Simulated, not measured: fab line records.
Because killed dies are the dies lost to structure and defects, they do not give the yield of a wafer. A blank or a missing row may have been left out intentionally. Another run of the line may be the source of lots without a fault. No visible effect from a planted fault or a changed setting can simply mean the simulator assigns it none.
A lot that was struck, set against a sound lot	flow gf180mcu	18 out of 602 route steps
Sound: the wafers L698.1, L698.2, L698.5. Struck: wafers L702.1, L702.2, L702.5. The cause is given at the end.
Order at every step that has rows: each side's tool, ch and its chambers, its first start. Under that, the readings that differ: sound wafers	struck wafers	difference of the means	sigmas: that difference in standard deviations of wafers without a fault.
alike: a reading whose means differ by less than 2 such deviations, as well as words and numbers matching on both sides. not compared: withheld readings; readings where some wafer has no value; bounds like >300 that might hide an equal value; numbers whose values overlap and for which the record gives no deviation.
Wherever a step has rows on one side only, a row that says differs or no value, or a row with sigmas, the two part there. Non-overlapping numbers with no deviation appear without sigmas and do not part them. Lack of a reading on every wafer of one side parts them only where that side has two or more wafers.

first, 7 steps without rows for these wafers: GF_VT_IMPLANT_DEHYDRATE_33 (time 60 s); GF_VT_IMPLANT_HMDS_34 (prime time 60 s); GF_VT_IMPLANT_COAT_35 (resist thk 1000 nm); GF_VT_IMPLANT_SOFTBAKE_36 (time 60 s); GF_VT_IMPLANT_EXPOSE_37 (exposes mask Nwell HV AREA, target cd 860 nm); GF_VT_IMPLANT_PEB_38; GF_VT_IMPLANT_DEVELOP_39 (develop time 60 s).
GF_VT_IMPLANT_OVL_MEAS_40:
  sound on overlay-02, day 8 08:46; struck on overlay-01, day 9 07:44
reading	sound	struck	difference	sigmas
VT_IMPLANT_03_OVL (nm)	1.9 1.2 1.4	-1.7 -2.5 -0.8	-3.2	-2
following that, these wafers have no rows for 1 step: GF_VT_IMPLANT_IMPLANT_41.
GF_VT_IMPLANT_STRIP_42: strips in O2/N2.
  sound on plasma-asher-03 ch 0,1, day 8 08:58; struck on plasma-asher-01 ch 0,1, day 9 07:55
  alike: drypump-motor-current-A, heater-power-w, oes-product-au, strip-time-to-endpoint-s
  not compared: rf-hours-counter-h
GF_VT_IMPLANT_TW_MEAS_43:
  sound on film-metro-04, day 8 09:04; struck on film-metro-02, day 9 08:01
reading	sound	struck	difference	sigmas
VT_IMPLANT_4_TW	705 705 701	681 674 677	-26	-3
then, 1 step without rows for these wafers: GF_VT_IMPLANT_CLEAN_44 (cleans in SC1/SC2, time 150 s).
GF_VT_IMPLANT_RTA_45: time 30 s.
  sound on rtp-anneal-01 ch 0, day 8 09:10; struck on rtp-anneal-02, day 9 08:08
  no value came back on the struck wafers for anneal-temp-c-max, chamber-o2-ppm, lamp-power-pct (%), wafer_temp_C_max; on the sound wafers anneal-temp-c-max reads 1056.8 1057.6 1059.2
GF_VT_IMPLANT_RS_MEAS_46: a four-point-probe measurement.
  sound on film-metro-02, day 8 09:16; struck on film-metro-01, day 9 08:14
reading	sound	struck	difference	sigmas
MVSD_RS (ohm/sq)	455.2 456.3 456.7	132.7 132.8 132.6	-323.4	-99 or more
GF_VT_IMPLANT_RS_MEAS_47: a four-point-probe measurement.
  sound on film-metro-02, day 8 09:23; struck on film-metro-01, day 9 08:21
reading	sound	struck	difference	sigmas
NWELL_RS (ohm/sq)	489.0 487.9 487.7	132.8 132.6 132.7	-355.5	-99 or more
GF_VT_IMPLANT_RS_MEAS_48: a four-point-probe measurement.
  sound on film-metro-02, day 8 09:31; struck on film-metro-01, day 9 08:28
reading	sound	struck	difference	sigmas
LVPWELL_RS (ohm/sq)	1194 1196 1196	133 133 133	-1062	-99 or more
GF_VT_IMPLANT_RS_MEAS_49: a four-point-probe measurement.
  sound on film-metro-02, day 8 09:38; struck on film-metro-01, day 9 08:35
reading	sound	struck	difference	sigmas
MVPSD_RS (ohm/sq)	1170.9 1170.1 1171.3	132.8 132.5 132.9	-1038.0	-99 or more
then, 1 step without rows for these wafers: GF_VT_IMPLANT_WET_ETCH_50 (etches SiO2 in dHF, target depth 20 nm, time 400 s).

## WHERE THEY PART
At GF_VT_IMPLANT_OVL_MEAS_40 first; at GF_VT_IMPLANT_RS_MEAS_49 last (within this record only).

WHY: what the simulator had put in
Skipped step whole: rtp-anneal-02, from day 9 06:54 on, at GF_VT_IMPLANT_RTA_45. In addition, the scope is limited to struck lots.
